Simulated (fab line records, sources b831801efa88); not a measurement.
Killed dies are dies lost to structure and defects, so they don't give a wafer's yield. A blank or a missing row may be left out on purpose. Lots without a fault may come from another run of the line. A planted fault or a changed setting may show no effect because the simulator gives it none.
fab line records | flow sky130
record lots=5 wafers=23
route steps=708 shown VT_ADJUST_HVTR@137 VT_ADJUST_PCH@145 SONOS_TUNNEL@156 SONOS_ONO@168 GATE_OXIDE@192 POLY_GATE@213 RES_PROTECT@214
start_h: hours from the record's first day to the start of the lot's first wafer shown | wait_h: hours since the lot's step before | " the same as in the row above | L1.1+2: a row that stands for several wafers | - no value, or no start given | * or withheld: withheld | < > ~ a bound
route shown NAME@n: a module of which the file shows steps, and the number in the route of the first | usual: mean/standard deviation of fault-free wafers | same: alike in all rows | chamber/n: place in a boat | sites: the reading at each site | _std_site: their standard deviation | _edge_site: outer sites' mean less inner sites' | radius_mm: how far each site lies from the wafer's centre | mask NAME#n: copy n | behind: the tool/chamber that last shaped the wafer | hold: why the lot was held/for how many hours/how that ended | device: the transistor (n, p or np) that didn't switch | end of line: the same wafers' tests at the end of the route | a step without rows: its recipe alone | killed: dies lost to structure and defects at the first sort, not the wafer's yield | map: a wafer's dies, x killed, . not, _ none there
set.NAME: the setting as run; set.NAME@STEP: as run at that earlier step | model.NAME: the simulator's own value behind a step, which no gauge read
lots whose settings were changed on purpose; a table a step, a row a wafer
## steps
# step SKY_VT_ADJUST_HVTR_DEVELOP_06
# recipe develop_time_s=60 dev_temp_c=23
# columns lot.wafer tool chamber start_h wait_h set.develop_time_s
L074.1+3+6 litho_track-04 0 199.08 0.1 68.66
L074.4+5 " 0 " " 60
L079.4+5+6 litho_track-01 0 234.75 0.1 60
L082.1+2+4+5+6 litho_track-01 0 265.88 0.1 60
L083.1+3+5 litho_track-01 0 266.18 0.1 64.73
L083.2+4 " 0 " " 60
L084.1+6 litho_track-04 0 267.73 0.1 60
L084.2+3+5 " 0 " " 63.89
# step SKY_VT_ADJUST_HVTR_CD_MEAS_07
# recipe target_cd_nm=380
# usual cd_nm=380.0/2.3
# columns lot.wafer tool chamber start_h wait_h set.resist_thk_nm@VT_ADJUST_HVTR_COAT_02 set.develop_time_s@VT_ADJUST_HVTR_DEVELOP_06 cd_nm
L074.1 cd_sem-02 - 199.23 0.1 1178 68.66 387.4
L074.3 " - " " 1140 68.66 394.3
L074.4 " - " " 1178 60 376.8
L074.5 " - " " 1178 60 375.8
L074.6 " - " " 1140 68.66 392.7
L079.4 cd_sem-02 - 234.89 0.1 1140 60 383.9
L079.5 " - " " 1140 60 383.9
L079.6 " - " " 1140 60 382.0
L082.1 cd_sem-01 - 266.03 0.1 1140 60 378.0
L082.2 " - " " 1073 60 384.7
L082.4 " - " " 1140 60 378.3
L082.5 " - " " 1140 60 378.2
L082.6 " - " " 1073 60 383.1
L083.1 cd_sem-02 - 266.33 0.1 1140 64.73 388.6
L083.2 " - " " 1119 60 381.5
L083.3 " - " " 1119 64.73 391.5
L083.4 " - " " 1140 60 379.3
L083.5 " - " " 1140 64.73 390.0
L084.1 cd_sem-02 - 267.88 0.1 1098 60 381.9
L084.2 " - " " 1140 63.89 381.5
L084.3 " - " " 1098 63.89 388.5
L084.5 " - " " 1140 63.89 383.2
L084.6 " - " " 1098 60 382.1
# step SKY_VT_ADJUST_HVTR_IMPLANT_09
# recipe species=B energy_kev=10 dose_cm2=2.1e+12 tilt_deg=withheld
# step SKY_VT_ADJUST_HVTR_STRIP_10
# recipe chemistry=O2/N2 power_w=1400 pressure_mtorr=1500 platen_temp_c=withheld o2_flow_sccm=3000 n2_flow_sccm=300 overash_fraction=0.5
# usual strip_time_to_endpoint_s=14.23/0.04
# columns lot.wafer tool chamber start_h wait_h set.resist_thk_nm@VT_ADJUST_HVTR_COAT_02 strip_time_to_endpoint_s
L074.1 plasma_asher-01 1 199.53 0.1 1178 14.66
L074.3 " 0 " " 1140 14.18
L074.4 " 1 " " 1178 14.64
L074.5 " 1 " " 1178 14.63
L074.6 " 0 " " 1140 14.18
L079.4 plasma_asher-03 0 235.17 0.1 1140 14.20
L079.5 " 1 " " 1140 14.20
L079.6 " 0 " " 1140 14.21
L082.1 plasma_asher-03 0 266.34 0.1 1140 14.26
L082.2 " 1 " " 1073 13.44
L082.4 " 1 " " 1140 14.25
L082.5 " 1 " " 1140 14.23
L082.6 " 0 " " 1073 13.46
L083.1 plasma_asher-01 0 266.64 0.1 1140 14.25
L083.2 " 1 " " 1119 13.98
L083.3 " 1 " " 1119 14.00
L083.4 " 0 " " 1140 14.24
L083.5 " 1 " " 1140 14.18
L084.1 plasma_asher-01 1 268.18 0.1 1098 13.76
L084.2 " 0 " " 1140 14.25
L084.3 " 1 " " 1098 13.73
L084.5 " 1 " " 1140 14.26
L084.6 " 0 " " 1098 13.73
# step SKY_VT_ADJUST_PCH_COAT_02
# recipe spin_rpm=2000 resist_thk_nm=3000
# columns lot.wafer tool chamber start_h wait_h set.spin_rpm model.coat_of_VT_ADJUST_PCH_COAT_02.thk_nm
L074.1 litho_track-01 0 209.98 0.1 2000 2990
L074.3 " 0 " " 1953 3035
L074.4 " 0 " " 1953 3034
L074.5 " 0 " " 2000 3007
L074.6 " 0 " " 1953 3024
L079.4 litho_track-04 0 246.70 0.1 2000 3004
L079.5 " 0 " " 2000 2994
L079.6 " 0 " " 2000 3006
L082.1+6 litho_track-03 0 275.79 0.1 2000 3010
L082.2 " 0 " " 1947 3061
L082.4 " 0 " " 1947 3058
L082.5 " 0 " " 1947 3056
L083.1 litho_track-03 0 276.44 0.1 2000 3006
L083.2 " 0 " " 2000 3005
L083.3 " 0 " " 1899 3078
L083.4 " 0 " " 1899 3073
L083.5 " 0 " " 1899 3077
L084.1 litho_track-01 0 277.93 0.1 2000 2984
L084.2+3 " 0 " " 2000 2987
L084.5 " 0 " " 1854 3094
L084.6 " 0 " " 1854 3103
# step SKY_VT_ADJUST_PCH_SOFTBAKE_03
# recipe temp_c=110 time_s=withheld
# step SKY_VT_ADJUST_PCH_EXPOSE_04
# recipe mask_id=NWM na=0.6 source_shape=conventional sigma_outer=0.6 polarization=unpolarized target_cd_nm=840 dose_mj=255
# step SKY_VT_ADJUST_PCH_IMPLANT_08
# recipe species=B energy_kev=10 dose_cm2=5e+11 tilt_deg=withheld
# step SKY_VT_ADJUST_PCH_STRIP_09
# recipe chemistry=O2/N2 power_w=1400 pressure_mtorr=1500 platen_temp_c=withheld o2_flow_sccm=3000 n2_flow_sccm=300 overash_fraction=0.5
# usual strip_time_to_endpoint_s=36.91/0.11
# columns lot.wafer tool chamber start_h wait_h set.spin_rpm@VT_ADJUST_PCH_COAT_02 strip_time_to_endpoint_s
L074.1 plasma_asher-04 1 221.57 0.1 2000 36.79
L074.3 " 1 " " 1953 37.34
L074.4 " 0 " " 1953 37.31
L074.5 " 0 " " 2000 36.99
L074.6 " 1 " " 1953 37.19
L079.4 plasma_asher-04 0 258.15 0.1 2000 36.96
L079.5 " 1 " " 2000 36.85
L079.6 " 0 " " 2000 36.97
L082.1 plasma_asher-01 0 286.41 0.1 2000 37.02
L082.2 " 1 " " 1947 37.60
L082.4 " 0 " " 1947 37.58
L082.5 " 0 " " 1947 37.55
L082.6 " 1 " " 2000 37.03
L083.1 plasma_asher-04 1 287.06 0.1 2000 36.98
L083.2 " 0 " " 2000 36.96
L083.3 " 1 " " 1899 37.80
L083.4 " 0 " " 1899 37.75
L083.5 " 0 " " 1899 37.80
L084.1 plasma_asher-03 0 288.31 0.1 2000 36.71
L084.2 " 1 " " 2000 36.74
L084.3 " 0 " " 2000 36.74
L084.5 " 0 " " 1854 37.99
L084.6 " 1 " " 1854 38.08
# step SKY_SONOS_TUNNEL_COAT_02
# recipe resist=NOVOLAK spin_rpm=3000 resist_thk_nm=1140
# columns lot.wafer tool chamber start_h wait_h set.spin_rpm model.NOVOLAK_of_SONOS_TUNNEL_COAT_02.thk_nm
L074.1 litho_track-02 0 232.91 0.1 3000 1139
L074.3 " 0 " " 3000 1143
L074.4+5+6 " 0 " " 3096 1122
L079.4 litho_track-01 0 268.75 0.1 3000 1143
L079.5 " 0 " " 3000 1141
L079.6 " 0 " " 3000 1145
L082.1 litho_track-03 0 297.29 0.1 3000 1147
L082.2 " 0 " " 3000 1142
L082.4 " 0 " " 3219 1105
L082.5 " 0 " " 3219 1108
L082.6 " 0 " " 3000 1144
L083.1 litho_track-03 0 298.49 0.1 3000 1142
L083.2 " 0 " " 3000 1145
L083.3 " 0 " " 3000 1143
L083.4 " 0 " " 2919 1157
L083.5 " 0 " " 2919 1154
L084.1 litho_track-01 0 300.38 0.1 3139 1116
L084.2 " 0 " " 3000 1145
L084.3 " 0 " " 3000 1143
L084.5 " 0 " " 3139 1118
L084.6 " 0 " " 3000 1140
# step SKY_SONOS_TUNNEL_IMPLANT_09
# recipe species=B energy_kev=20 dose_cm2=1e+12 tilt_deg=withheld
# columns lot.wafer tool chamber start_h wait_h set.energy_kev model.implant.rp_nm model.implant.drp_nm
L074.1+3+4+5+6 implanter-02 0 245.19 0.0 20 65.59 28.34
L079.4+5+6 implanter-02 0 278.82 0.1 20 66.36 28.34
L082.1+2+4+5+6 implanter-02 0 312.15 0.0 20 66.19 28.34
L083.1+4 implanter-02 0 313.04 0.0 20 68.18 28.34
L083.2+3+5 " 0 " " 18.97 64.7 27.3
L084.1+3+5 implanter-04 0 314.43 0.0 20 66.27 28.34
L084.2+6 " 0 " " 19.41 64.34 27.75
# step SKY_SONOS_ONO_OXIDATION_00
# recipe temp_c=800 ambient=O2 idle_temp_c=700 ramp_up_c_per_min=10 ramp_down_c_per_min=3 stabilise_s=600 purge_s=300 target_thk_a=26 ox_time_s=1249
# columns lot.wafer tool chamber start_h wait_h set.ox_time_s model.SiO2_of_SONOS_ONO_OXIDATION_00.thk_nm
L074.1 - - - 2.4 1199 2.56
L074.3 " - " " 1199 2.564
L074.4 " - " " 1199 2.571
L074.5 " - " " 1199 2.588
L074.6 " - " " 1199 2.568
L079.4 furnace-02 0 279.23 0.0 1249 2.651
L079.5 " 0 " " 1249 2.642
L079.6 " 0 " " 1249 2.625
L082.1 - - - 1.3 1370 2.743
L082.2 " - " " 1370 2.741
L082.4 " - " " 1370 2.756
L082.5 " - " " 1370 2.752
L082.6 " - " " 1370 2.745
L083.1 - - - 0.4 1145 2.467
L083.2 " - " " 1145 2.449
L083.3 " - " " 1145 2.448
L083.4 " - " " 1145 2.416
L083.5 " - " " 1145 2.472
L084.1 - - - 1.9 1171 2.496
L084.2 " - " " 1171 2.478
L084.3 " - " " 1171 2.466
L084.5 " - " " 1171 2.455
L084.6 " - " " 1171 2.464
# step SKY_SONOS_ONO_DEVELOP_12
# recipe develop_time_s=60 dev_temp_c=23
# columns lot.wafer tool chamber start_h wait_h set.develop_time_s
L074.1+3+4 litho_track-02 0 315.81 0.1 54.41
L074.5+6 " 0 " " 60
L079.4+5+6 litho_track-02 0 317.69 0.1 60
L082.1+4 litho_track-02 0 342.86 0.1 60
L082.2+5+6 " 0 " " 65.07
L083.1+4+5 litho_track-04 0 344.08 0.1 60
L083.2+3 " 0 " " 55.26
L084.1+2+5 litho_track-04 0 345.63 0.1 66.22
L084.3+6 " 0 " " 60
# step SKY_SONOS_ONO_CD_MEAS_13
# recipe target_cd_nm=410
# usual cd_nm=409.9/2.4
# columns lot.wafer tool chamber start_h wait_h set.develop_time_s@SONOS_ONO_DEVELOP_12 cd_nm
L074.1 cd_sem-01 - 315.96 0.1 54.41 422.1
L074.3 " - " " 54.41 420.3
L074.4 " - " " 54.41 422.3
L074.5 " - " " 60 411.9
L074.6 " - " " 60 411.0
L079.4 cd_sem-02 - 317.97 0.3 60 414.1
L079.5 " - " " 60 410.4
L079.6 " - " " 60 412.6
L082.1 cd_sem-01 - 343.01 0.1 60 409.2
L082.2 " - " " 65.07 403.8
L082.4 " - " " 60 409.9
L082.5 " - " " 65.07 402.0
L082.6 " - " " 65.07 404.3
L083.1 cd_sem-01 - 344.23 0.1 60 408.9
L083.2 " - " " 55.26 415.3
L083.3 " - " " 55.26 414.7
L083.4 " - " " 60 407.2
L083.5 " - " " 60 407.8
L084.1 cd_sem-02 - 345.78 0.1 66.22 403.2
L084.2 " - " " 66.22 402.0
L084.3 " - " " 60 409.6
L084.5 " - " " 66.22 401.4
L084.6 " - " " 60 412.4
# step SKY_SONOS_ONO_ETCH_15
# recipe target_depth_nm=19.52 chemistry=CHF3/O2 source_w=600 bias_w=200 pressure_mtorr=40 chf3_flow_sccm=50 O2_flow_sccm=5 time_s=7.8
# columns lot.wafer tool chamber start_h wait_h set.develop_time_s@SONOS_ONO_DEVELOP_12 model.SONOS_ONO.cd_nm
L074.1 rie_diel-03 1 316.12 0.0 54.41 422.1
L074.3 " 0 " " 54.41 420.3
L074.4 " 3 " " 54.41 422.5
L074.5 " 3 " " 60 412.1
L074.6 " 0 " " 60 411.3
L079.4 rie_diel-01 0 318.08 0.0 60 414.1
L079.5 " 3 " " 60 410.6
L079.6 " 2 " " 60 412.7
L082.1 rie_diel-03 0 343.17 0.0 60 409.7
L082.2+6 " 3,0 " " 65.07 404.2
L082.4 " 2 " " 60 410
L082.5 " 3 " " 65.07 402.7
L083.1 rie_diel-01 2 344.38 0.0 60 409.1
L083.2 " 3 " " 55.26 415.4
L083.3 " 1 " " 55.26 414.6
L083.4 " 0 " " 60 407.6
L083.5 " 1 " " 60 407.9
L084.1 rie_diel-03 3 345.93 0.0 66.22 403.5
L084.2 " 2 " " 66.22 401.8
L084.3 " 1 " " 60 409.6
L084.5 " 2 " " 66.22 401.7
L084.6 " 3 " " 60 412.6
# step SKY_GATE_OXIDE_COAT_05
# recipe resist=NOVOLAK spin_rpm=3000 resist_thk_nm=1140
# columns lot.wafer tool chamber start_h wait_h set.spin_rpm model.NOVOLAK_of_GATE_OXIDE_COAT_05.thk_nm
L074.1 litho_track-04 0 330.08 0.1 3000 1138
L074.3 " 0 " " 2887 1157
L074.4 " 0 " " 3000 1140
L074.5 " 0 " " 3000 1137
L074.6 " 0 " " 2887 1164
L079.4+6 litho_track-02 0 335.09 0.1 3000 1143
L079.5 " 0 " " 3000 1145
L082.1 litho_track-01 0 357.43 0.1 3000 1142
L082.2+6 " 0 " " 3154 1112
L082.4 " 0 " " 3154 1111
L082.5 " 0 " " 3000 1143
L083.1 litho_track-01 0 358.83 0.1 3000 1141
L083.2+3+4 " 0 " " 3000 1143
L083.5 " 0 " " 3000 1145
L084.1+2+3+6 litho_track-02 0 363.21 0.1 3000 1138
L084.5 " 0 " " 3000 1140
# step SKY_GATE_OXIDE_SOFTBAKE_06
# recipe temp_c=90 time_s=60 resist=NOVOLAK
# step SKY_GATE_OXIDE_EXPOSE_07
# recipe mask_id=LVOM na=0.6 source_shape=conventional sigma_outer=0.6 polarization=unpolarized target_cd_nm=600 dose_mj=170
# step SKY_GATE_OXIDE_IMPLANT_11
# recipe species=B energy_kev=10 dose_cm2=2.6e+12 tilt_deg=withheld
# step SKY_GATE_OXIDE_WET_ETCH_12
# recipe chemistry=dHF target_depth_nm=16.8 dry=n2_spin target=SiO2 dilution=100:1 temp_c=25 time_s=336
# step SKY_GATE_OXIDE_STRIP_13
# recipe chemistry=O2/N2 power_w=1400 pressure_mtorr=1500 platen_temp_c=withheld o2_flow_sccm=3000 n2_flow_sccm=300 overash_fraction=0.5
# usual strip_time_to_endpoint_s=14.18/0.037
# columns lot.wafer tool chamber start_h wait_h set.spin_rpm@GATE_OXIDE_COAT_05 strip_time_to_endpoint_s
L074.1 plasma_asher-01 0 344.82 0.0 3000 14.15
L074.3 " 1 " " 2887 14.34
L074.4 " 0 " " 3000 14.17
L074.5 " 1 " " 3000 14.14
L074.6 " 0 " " 2887 14.42
L079.4 plasma_asher-02 0 348.62 0.0 3000 14.21
L079.5 " 1 " " 3000 14.23
L079.6 " 0 " " 3000 14.21
L082.1 plasma_asher-04 0 371.72 0.0 3000 14.20
L082.2 " 1 " " 3154 13.83
L082.4 " 1 " " 3154 13.84
L082.5 " 1 " " 3000 14.22
L082.6 " 0 " " 3154 13.86
L083.1 plasma_asher-02 1 373.43 0.0 3000 14.19
L083.2 " 0 " " 3000 14.22
L083.3 " 0 " " 3000 14.22
L083.4 " 1 " " 3000 14.20
L083.5 " 0 " " 3000 14.24
L084.1 plasma_asher-01 0 376.80 0.0 3000 14.15
L084.2 " 1 " " 3000 14.15
L084.3 " 0 " " 3000 14.16
L084.5 " 0 " " 3000 14.16
L084.6 " 1 " " 3000 14.15
# step SKY_GATE_OXIDE_OXIDATION_16
# recipe temp_c=800 ambient=O2 idle_temp_c=700 ramp_up_c_per_min=10 ramp_down_c_per_min=3 stabilise_s=600 purge_s=300 target_thk_a=35.7 ox_time_s=1915
# columns lot.wafer tool chamber start_h wait_h set.temp_c model.SiO2_of_GATE_OXIDE_OXIDATION_01.thk_nm
L074.1 - - - 1.6 788.3 11.36
L074.3 " - " " 788.3 11.44
L074.4 " - " " 788.3 11.37
L074.5 " - " " 788.3 11.27
L074.6 " - " " 788.3 11.52
L079.4 furnace-02 0 353.24 4.5 800 11.45
L079.5 " 0 " " 800 11.63
L079.6 " 0 " " 800 11.74
L082.1 - - - 0.0 800 11.83
L082.2 " - " " 800 11.76
L082.4 " - " " 800 11.85
L082.5 " - " " 800 11.87
L082.6 " - " " 800 11.96
L083.1 - - - 1.0 807 12.08
L083.2+4 " - " " 807 11.92
L083.3 " - " " 807 11.77
L083.5 " - " " 807 11.78
L084.1 - - - 0.8 814.6 12.13
L084.2 " - " " 814.6 12.26
L084.3 " - " " 814.6 12.41
L084.5 " - " " 814.6 12.27
L084.6 " - " " 814.6 12.39
# step SKY_POLY_GATE_IMPLANT_02
# recipe species=P energy_kev=30 dose_cm2=7.7e+15 tilt_deg=0
# columns lot.wafer tool chamber start_h wait_h set.energy_kev model.implant.rp_nm model.implant.drp_nm
L074.1+4 implanter-04 0 375.59 0.1 31.39 38.84 17.24
L074.3+5+6 " 0 " " 30 37.2 16.6
L079.4+5+6 implanter-04 0 385.70 0.1 30 36.84 16.6
L082.1+4+5 implanter-01 0 403.89 0.1 30 36.61 16.6
L082.2+6 " 0 " " 28.85 35.65 16.21
L083.1+3+4 implanter-03 0 405.48 0.1 30 37.19 16.6
L083.2+5 " 0 " " 31.24 38.65 17.17
L084.1+3+6 implanter-03 0 409.84 0.1 30 37.19 16.6
L084.2+5 " 0 " " 30.48 37.76 16.82
# step SKY_RES_PROTECT_STRIP_07
# recipe chemistry=O2/N2 power_w=1400 pressure_mtorr=1500 platen_temp_c=withheld o2_flow_sccm=3000 n2_flow_sccm=300 overash_fraction=0.5
# usual strip_time_to_endpoint_s=23.28/0.032
# columns lot.wafer tool chamber start_h wait_h set.energy_kev@POLY_GATE_IMPLANT_02 strip_time_to_endpoint_s
L074.1 plasma_asher-02 1 375.74 0.1 31.39 23.68
L074.3 " 1 " " 30 23.30
L074.4 " 0 " " 31.39 23.67
L074.5 " 1 " " 30 23.30
L074.6 " 0 " " 30 23.31
L079.4 plasma_asher-01 0 385.81 0.1 30 23.24
L079.5 " 1 " " 30 23.25
L079.6 " 0 " " 30 23.29
L082.1 plasma_asher-01 1 404.04 0.1 30 23.27
L082.2 " 0 " " 28.85 22.88
L082.4 " 1 " " 30 23.25
L082.5 " 1 " " 30 23.27
L082.6 " 0 " " 28.85 22.94
L083.1 plasma_asher-01 0 405.63 0.1 30 23.26
L083.2 " 1 " " 31.24 23.62
L083.3 " 0 " " 30 23.24
L083.4 " 1 " " 30 23.24
L083.5 " 0 " " 31.24 23.65
L084.1 plasma_asher-01 0 409.99 0.1 30 23.30
L084.2 " 1 " " 30.48 23.43
L084.3 " 0 " " 30 23.36
L084.5 " 0 " " 30.48 23.41
L084.6 " 1 " " 30 23.30
# step SKY_POLY_GATE_COAT_07
# recipe resist=BARC temp_c=withheld time_s=withheld spin_rpm=3000 resist_thk_nm=110
# columns lot.wafer tool chamber start_h wait_h set.resist_thk_nm model.BARC_of_POLY_GATE_COAT_07.thk_nm
L074.1 litho_track-03 0 392.39 0.1 105.8 105.6
L074.3 " 0 " " 110 110
L074.4 " 0 " " 110 110.1
L074.5+6 " 0 " " 105.8 105.8
L079.4 litho_track-03 0 402.81 0.1 110 110
L079.5 " 0 " " 110 110.1
L079.6 " 0 " " 110 110.3
L082.1+5 litho_track-03 0 419.79 0.1 110 110.1
L082.2+4 " 0 " " 110 109.9
L082.6 " 0 " " 110 109.8
L083.1 litho_track-01 0 423.18 0.1 104.8 105
L083.2 " 0 " " 104.8 105.1
L083.3 " 0 " " 110 110.5
L083.4 " 0 " " 104.8 105.2
L083.5 " 0 " " 110 110.6
L084.1 litho_track-03 0 428.29 0.1 110 110
L084.2 " 0 " " 114.3 114.7
L084.3 " 0 " " 110 109.9
L084.5 " 0 " " 114.3 114.2
L084.6 " 0 " " 114.3 114.3
## key
split step=SKY_VT_ADJUST_HVTR_DEVELOP_06 setting=develop_time_s stated=60 by=wafer
response step=SKY_VT_ADJUST_HVTR_CD_MEAS_07 reading=cd_nm change=+0.993 per=1% r=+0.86
split step=SKY_VT_ADJUST_PCH_COAT_02 setting=spin_rpm stated=2000 by=wafer
response step=SKY_VT_ADJUST_PCH_COAT_02 reading=model.coat_of_VT_ADJUST_PCH_COAT_02.thk_nm change=-15.1 per=1% r=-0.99
response step=SKY_VT_ADJUST_PCH_STRIP_09 reading=strip_time_to_endpoint_s change=* per=1% r=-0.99
split step=SKY_SONOS_TUNNEL_COAT_02 setting=spin_rpm stated=3000 by=wafer
response step=SKY_SONOS_TUNNEL_COAT_02 reading=model.NOVOLAK_of_SONOS_TUNNEL_COAT_02.thk_nm change=-5.32 per=1% r=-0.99
split step=SKY_SONOS_TUNNEL_IMPLANT_09 setting=energy_kev stated=20 by=wafer
response step=SKY_SONOS_TUNNEL_IMPLANT_09 reading=model.implant.rp_nm change=+0.67 per=1% r=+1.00
response step=SKY_SONOS_TUNNEL_IMPLANT_09 reading=model.implant.drp_nm change=+0.2 per=1% r=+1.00
split step=SKY_SONOS_ONO_OXIDATION_00 setting=ox_time_s stated=1249 by=lot
response step=SKY_SONOS_ONO_OXIDATION_00 reading=model.SiO2_of_SONOS_ONO_OXIDATION_00.thk_nm change=+0.0165 per=1% r=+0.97
split step=SKY_SONOS_ONO_DEVELOP_12 setting=develop_time_s stated=60 by=wafer
response step=SKY_SONOS_ONO_CD_MEAS_13 reading=cd_nm change=-0.893 per=1% r=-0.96
response step=SKY_SONOS_ONO_ETCH_15 reading=model.SONOS_ONO.cd_nm change=-0.881 per=1% r=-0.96
split step=SKY_GATE_OXIDE_COAT_05 setting=spin_rpm stated=3000 by=wafer
response step=SKY_GATE_OXIDE_COAT_05 reading=model.NOVOLAK_of_GATE_OXIDE_COAT_05.thk_nm change=-5.96 per=1% r=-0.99
response step=SKY_GATE_OXIDE_STRIP_13 reading=strip_time_to_endpoint_s change=* per=1% r=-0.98
split step=SKY_GATE_OXIDE_OXIDATION_16 setting=temp_c stated=800 by=lot
response step=SKY_GATE_OXIDE_OXIDATION_16 reading=model.SiO2_of_GATE_OXIDE_OXIDATION_01.thk_nm change=+0.263 per=1% r=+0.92
split step=SKY_POLY_GATE_IMPLANT_02 setting=energy_kev stated=30 by=wafer
response step=SKY_POLY_GATE_IMPLANT_02 reading=model.implant.rp_nm change=+0.326 per=1% r=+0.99
response step=SKY_POLY_GATE_IMPLANT_02 reading=model.implant.drp_nm change=+0.129 per=1% r=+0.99
response step=SKY_RES_PROTECT_STRIP_07 reading=strip_time_to_endpoint_s change=* per=1% r=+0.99
split step=SKY_POLY_GATE_COAT_07 setting=resist_thk_nm stated=110 by=wafer
response step=SKY_POLY_GATE_COAT_07 reading=model.BARC_of_POLY_GATE_COAT_07.thk_nm change=+1.14 per=1% r=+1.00
split outside_this_file step=SKY_VT_ADJUST_HVTR_COAT_02 setting=resist_thk_nm
# split outside_this_file: this setting was split too, and the file shows its column; the key of that split is in another file
